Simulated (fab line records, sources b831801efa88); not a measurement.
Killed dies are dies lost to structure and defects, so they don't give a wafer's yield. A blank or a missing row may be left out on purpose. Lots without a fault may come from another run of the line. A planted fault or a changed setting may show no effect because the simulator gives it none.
Problem report in the 8D (eight disciplines) form, filled by code | flow gf180mcu | the parts of the form that need people (team, actions taken, sign-off) are left out

1. THE PROBLEM
HV_LDD_CVD_54_THK at GF_HV_LDD_THK_MEAS_55 reads a mean of 7.26 nm on 3 wafers of 1 lot; wafers without a fault read 10.03 nm with a standard deviation of 0.14. That is -20 standard deviations from the usual mean.
First seen on wafer L985.3, day 16 06:37, on film_metro-04. The record holds 36 wafers of 12 lots with a number at this step. Rule for "out", or "out of limits": more than 4 standard deviations from the usual mean. The other wafers with a number count as sound.

2. WHAT IT IS AND WHAT IT IS NOT
question                    | is                     | is not
which readings at this step | HV_LDD_CVD_54_THK      | -
which lots                  | L985                   | L974, L975, L976, L979, L984, L987, L988, L994, L995, L996, L997
which wafers of those lots  | all that have a number | -
read on which gauges        | film_metro-04          | film_metro-02, film_metro-03
when                        | from day 16 06:37      | up to then (15 sound wafers); but 18 sound wafers of L987, L988, L994, L995, L996, L997 came after

3. SUSPECTS, AND WHAT RULES EACH OUT
Counting: a tool at a process step up to the reading stays a suspect if it ran every lot that is out and no sound lot after the first of them.
- the gauge at GF_HV_LDD_THK_MEAS_55: kept. All the wafers that are out were read on film_metro-04, and no step on other tools shows them out.
- lpcvd-02 at GF_HV_LDD_CVD_54 (deposits SiO2 from TEOS, target thk 10 nm, time 75 s): ruled out as a lasting fault. Sound lots L995, L996 ran on it after its first lot that is out, L985 (day 16 04:18).
Left after counting: film_metro-04 at GF_HV_LDD_THK_MEAS_55.

4. THE CAUSE (what the simulator had put in)
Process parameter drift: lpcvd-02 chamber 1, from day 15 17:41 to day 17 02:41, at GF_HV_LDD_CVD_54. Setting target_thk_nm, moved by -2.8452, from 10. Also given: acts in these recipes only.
Counting ruled it out, wrongly: the rule takes a fault to strike every lot that its tool runs from its start on, and this one did not.

5. THE CHAIN OF EFFECTS, in route order
Each row: a reading whose mean over the struck wafers that have a number lies more than 3 standard deviations from the usual. Only readings for which the record gives a usual standard deviation are gone through. hours: the time from each lot's start at the first step in this table that gives one to its start at this step, as a median over the lots. sigmas: the change in usual standard deviations.
hours | step                  | reading           | usual    | on struck wafers | change | sigmas
0     | GF_HV_LDD_THK_MEAS_55 | HV_LDD_CVD_54_THK | 10.03 nm | 7.26             | -2.77  | -20
Later measuring or inspecting steps at which every struck wafer that the step has a row for has a number for every such reading, and none has moved that far: GF_PSD_CD_MEAS_07, GF_SAB_OVL_MEAS_10.

6. WHAT WOULD HAVE CAUGHT IT SOONER
In this record the first reading out of limits at a measuring or inspecting step was taken at day 16 06:37, 13 hours after the fault began at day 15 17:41.
Of the tool readings at GF_HV_LDD_CVD_54 for which the record gives a usual standard deviation, none was out on any struck wafer, so an alarm limit of 4 standard deviations on them would not have fired.
